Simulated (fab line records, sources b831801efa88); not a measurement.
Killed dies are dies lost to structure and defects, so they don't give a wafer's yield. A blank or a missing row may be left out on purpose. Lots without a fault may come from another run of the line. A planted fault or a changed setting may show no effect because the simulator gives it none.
Which tool did it? | flow sky130 | 11 lots, 33 wafers sampled, at 5 steps of a route of 708

WHAT THE GAUGES READ, wafer by wafer
SKY_LDD_HVP_OVL_MEAS_07.
lot  | measured     | on         | LDD_HVP_OVL (nm)
L596 | day 21 21:01 | overlay-01 | 0.9 2.0 0.9
L597 | day 22 16:56 | overlay-02 | 2.7 3.7 3.8
L601 | day 24 06:08 | overlay-01 | 2.9 1.3 4.4
L603 | day 24 16:54 | overlay-01 | 3.7 1.8 3.4
L607 | day 26 01:22 | overlay-02 | 2.0 4.0 3.3
L609 | day 26 19:04 | overlay-02 | -0.8 0.4 0.0
L611 | day 27 07:32 | overlay-02 | -1.4 -0.1 -0.4
L613 | day 28 01:53 | overlay-01 | -0.5 1.2 1.2
L616 | day 28 19:38 | overlay-01 | 2.2 1.6 2.6
L617 | day 29 19:39 | overlay-01 | 3.0 3.5 3.6
L618 | day 29 22:04 | overlay-01 | 2.4 1.7 3.4

SKY_SD_P_OVL_MEAS_08.
lot  | measured     | on         | SD_P_OVL (nm)
L596 | day 25 15:46 | overlay-01 | -0.1 0.0 -0.9
L597 | day 26 13:35 | overlay-01 | 1.0 0.6 -1.7
L601 | day 28 00:17 | overlay-02 | 1.5 -0.8 0.7
L603 | day 28 10:17 | overlay-02 | -3.4 -2.2 -1.1
L607 | day 29 17:44 | overlay-02 | 2.0 0.0 0.3
L609 | day 30 13:17 | overlay-02 | -0.8 -0.8 -0.8
L611 | day 31 00:25 | overlay-02 | 1.6 1.9 0.6
L613 | day 31 15:43 | overlay-01 | 0.8 -0.8 -0.2
L616 | day 32 09:23 | overlay-01 | 0.2 0.6 0.5
L617 | day 33 10:01 | overlay-02 | -1.0 0.8 -0.3
L618 | day 33 10:50 | overlay-02 | 1.2 -0.2 0.7

SKY_LI_CONTACT_THK_MEAS_01.
lot  | measured     | on            | LI_CONTACT_HDPCVD_THK (nm)
L596 | day 28 03:38 | film_metro-04 | 928 924 920
L597 | day 29 00:23 | film_metro-04 | 920 930 941
L601 | day 30 10:12 | film_metro-01 | 930 929 915
L603 | day 30 19:53 | film_metro-04 | 713 687 709
L607 | day 32 02:11 | film_metro-01 | 674 681 710
L609 | day 32 20:35 | film_metro-01 | 934 950 919
L611 | day 33 07:43 | film_metro-01 | 915 921 929
L613 | day 33 23:59 | film_metro-02 | 902 928 923
L616 | day 34 17:02 | film_metro-04 | 915 922 928
L617 | day 35 16:32 | film_metro-04 | 922 936 928
L618 | day 35 17:25 | film_metro-04 | 916 923 918

WHICH TOOL RAN EACH LOT (tool, then ch and the chambers of the sampled wafers, then the start)
lot  | SKY_SD_N_STRIP_11                    | SKY_LI_CONTACT_HDPCVD_00
L596 | plasma_asher-03 ch 0,1, day 28 02:46 | hdpcvd-02 ch 0,1,2, day 28 03:32
L597 | plasma_asher-03 ch 0,1, day 28 23:31 | hdpcvd-02 ch 0,1,2, day 29 00:17
L601 | plasma_asher-02 ch 0,1, day 30 09:20 | hdpcvd-02 ch 1,2, day 30 10:05
L603 | plasma_asher-02 ch 0,1, day 30 19:00 | hdpcvd-01 ch 0,1,2, day 30 19:46
L607 | plasma_asher-01 ch 0,1, day 32 01:19 | hdpcvd-01 ch 0,1, day 32 02:05
L609 | plasma_asher-03 ch 0, day 32 19:43   | hdpcvd-02 ch 0,1,2, day 32 20:29
L611 | plasma_asher-03 ch 0,1, day 33 06:51 | hdpcvd-02 ch 0,2, day 33 07:37
L613 | plasma_asher-02 ch 0,1, day 33 23:07 | hdpcvd-02 ch 0,1, day 33 23:53
L616 | plasma_asher-03 ch 0,1, day 34 16:10 | hdpcvd-01 ch 0,1, day 34 16:56
L617 | plasma_asher-02 ch 0,1, day 35 15:39 | hdpcvd-01 ch 0,2, day 35 16:25
L618 | plasma_asher-02 ch 0,1, day 35 16:33 | hdpcvd-01 ch 0,1, day 35 17:19
- SKY_SD_N_STRIP_11: strips in O2/N2.
- SKY_LI_CONTACT_HDPCVD_00: deposits PSG, target thk 930 nm, time 155 s.

WHAT THE TOOLS THEMSELVES READ (means of the sampled wafers that have a number; where no wafer has one, the mark that the record gives instead)
SKY_SD_N_STRIP_11.
lot  | tool            | drypump_motor_current_A (A) | oes_product_au (a.u.) | strip_time_to_endpoint_s (s)
L596 | plasma_asher-03 | 5.3                         | 0.529                 | 22.61
L597 | plasma_asher-03 | 5.3                         | 0.527                 | 22.51
L601 | plasma_asher-02 | 5.8                         | 0.526                 | 22.57
L603 | plasma_asher-02 | 5.9                         | 0.529                 | 22.48
L607 | plasma_asher-01 | 6.4                         | 0.531                 | 22.55
L609 | plasma_asher-03 | 5.2                         | 0.527                 | 22.54
L611 | plasma_asher-03 | 5.3                         | 0.526                 | 22.58
L613 | plasma_asher-02 | 5.8                         | 0.526                 | 22.51
L616 | plasma_asher-03 | 5.3                         | 0.527                 | 22.55
L617 | plasma_asher-02 | 5.8                         | 0.524                 | 22.51
L618 | plasma_asher-02 | 5.8                         | 0.531                 | 22.56

SKY_LI_CONTACT_HDPCVD_00.
lot  | tool      | run_length_s (s)
L596 | hdpcvd-02 | 182.6
L597 | hdpcvd-02 | 182.9
L601 | hdpcvd-02 | 182.9
L603 | hdpcvd-01 | 146.8
L607 | hdpcvd-01 | 146.9
L609 | hdpcvd-02 | 182.4
L611 | hdpcvd-02 | 182.4
L613 | hdpcvd-02 | 182.8
L616 | hdpcvd-01 | 183.0
L617 | hdpcvd-01 | 183.0
L618 | hdpcvd-01 | 183.6

THE ANSWER, worked out from the rows above alone
Rule: what is usual is taken from the lots themselves. Put in order of their means at a reading, lots are off if they are a third of the lots or fewer, leave a main group of 4 or more, and stand apart from it by a gap of 3 or more times the standard deviation of the main group's means; of several such gaps the widest counts. A main group whose means are all the same, to the digits that the tables above print for the reading, isn't used. A lot without any number at a reading at which 4 lots or more have one is off too. The other lots that the step has rows for count as sound. The gauges are gone through in route order, then the tools' own readings, and for those a lot's mean is taken as printed above. The first step at which some lot is off is used, and at that step the reading that is off furthest; a lot without a number counts as furthest.
Off: L603, L607, at SKY_LI_CONTACT_THK_MEAS_01 (LI_CONTACT_HDPCVD_THK). The main group: mean 925 nm, standard deviation 5.2.
A tool fits if, at a process step before that reading, it ran every lot that is off, and no sound lot after the first of them. The gauges at SKY_LI_CONTACT_THK_MEAS_01 aren't tried: what is off there is off at SKY_LI_CONTACT_HDPCVD_00 too, on other tools, and a gauge's error can't cause that. None of those tried fits.

WHAT THE SIMULATOR HAD PUT IN
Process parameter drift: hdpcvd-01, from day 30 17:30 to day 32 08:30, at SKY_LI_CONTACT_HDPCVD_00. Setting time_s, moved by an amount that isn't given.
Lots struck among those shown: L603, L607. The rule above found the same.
